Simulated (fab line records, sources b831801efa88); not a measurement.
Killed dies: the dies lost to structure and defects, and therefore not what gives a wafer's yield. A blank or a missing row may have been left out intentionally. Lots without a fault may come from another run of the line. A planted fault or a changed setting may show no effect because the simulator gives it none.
Split-lot experiment    flow sky130    23 wafers read across 5 lots, on a route 708 steps long

## SPLIT DETAILS
At SKY_METAL2_SPUTTER_02 (material AlCu, target thk 250 nm, time 13.3 s), the setting power w was moved away from the recipe's 10600 W on 9 of the 23 wafers read, by -5.2% to +8.2%. This setting was run at the recipe's value on the other wafers.

## FROM THE SPLIT TO THE READING: what the file shows between them, 2 steps
- SKY_METAL2_SPUTTER_04: material TiN, target thk 70 nm, time 58.3 s (also split here: chamber pressure pa)
- SKY_METAL2_RS_MEAS_05: measures by four-point-probe

## THE READING
METAL2_ALCU_THK, in nm, at SKY_METAL2_THK_MEAS_06 (measures by xrf). Typical for fault-free wafers on this fab line: 252 nm, with standard deviation 3 nm.

wafer   tool, chamber at the split  power w as run, W  against the recipe  METAL2_ALCU_THK, nm  against lot-mates on the recipe
L076.1  pvd sputter-01, -           11470              +8.2%               271                  +20
L076.3  pvd sputter-01, -           10600              recipe              251                  -
L076.4  pvd sputter-01, -           11470              +8.2%               274                  +23
L076.5  pvd sputter-01, -           10600              recipe              251                  -
L076.6  pvd sputter-01, -           11470              +8.2%               272                  +21
L077.1  pvd sputter-01, -           10050              -5.2%               238                  -15
L077.2  pvd sputter-01, -           10050              -5.2%               237                  -16
L077.3  pvd sputter-01, -           10600              recipe              253                  -
L077.4  pvd sputter-01, -           10050              -5.2%               239                  -14
L077.5  pvd sputter-01, -           10600              recipe              253                  -
L079.1  pvd sputter-01, -           10600              recipe              257                  -
L079.2  pvd sputter-01, -           10600              recipe              250                  -
L079.3  pvd sputter-01, -           10600              recipe              249                  -
L079.5  pvd sputter-01, -           10600              recipe              252                  -
L079.6  pvd sputter-01, -           10600              recipe              255                  -
L081.1  pvd sputter-01, -           10600              recipe              256                  -
L081.2  pvd sputter-01, -           10600              recipe              252                  -
L081.5  pvd sputter-01, -           10600              recipe              252                  -
L084.2  pvd sputter-01, -           11360              +7.2%               271                  +21
L084.3  pvd sputter-01, -           10600              recipe              250                  -
L084.4  pvd sputter-01, -           10600              recipe              250                  -
L084.5  pvd sputter-01, -           11360              +7.2%               271                  +21
L084.6  pvd sputter-01, -           11360              +7.2%               269                  +19

THE FIT
A straight line over all 23 wafers: METAL2_ALCU_THK changes by +2.55 nm for each +1% of power w; r = +0.98; the points scatter about the line by 2 nm.
The same after taking each lot's own level away (the mean of its wafers on the recipe; 23 wafers): +2.75 nm for each +1%; r = +0.99; scatter 1.8 nm.
On that fit, the largest move of power w shifts the reading by 23 nm.
Across the lots, their own levels run from 250.0 to 253.3 nm, a range of 1.1 times the standard deviation given above.
Hence the lot-to-lot level has little effect on the slope; both slopes agree.
Check: +22.9 nm against its lot-mates is what the line predicts for one of the wafers moved furthest among these (+8.2%) when that wafer is left out of the fit. It came out at +20 nm against them.

## THE OTHER SPLITS THESE WAFERS WENT THROUGH
Note: prior to the reading, these wafers also went through further splits. Each is held against what the fit with the lots' levels taken away leaves over:
other split on the same wafers             wafers away from the commonest value  r with METAL2_ALCU_THK (lot level and that fit taken away)
SKY_LI_CONTACT_CVD_21 temp c               9                                     -0.01
SKY_CONTACT_CVD_24 pressure torr           18                                    -0.09
SKY_METAL2_SPUTTER_04 chamber pressure pa  15                                    +0.06

## THE WHOLE CHAIN: every reading that the file lists as answering this split, in the file's order
step                    what it does                                   reading                                                                            change (the file's fit)               r (the file's)
SKY_METAL2_SPUTTER_02   material AlCu, target thk 250 nm, time 13.3 s  AlCu_of_METAL2_SPUTTER_02.thk nm (the simulator's own value, which no gauge read)  +2.68 nm for each +1% of the setting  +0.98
SKY_METAL2_RS_MEAS_05   measures by four-point-probe                   METAL2_ALCU_RS                                                                     -0.00133 for each +1% of the setting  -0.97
SKY_METAL2_THK_MEAS_06  measures by xrf                                METAL2_ALCU_THK                                                                    +2.74 for each +1% of the setting     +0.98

## FILE'S OWN FIT
METAL2_ALCU_THK changes by +2.74 nm for each +1% of power w, r = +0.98.
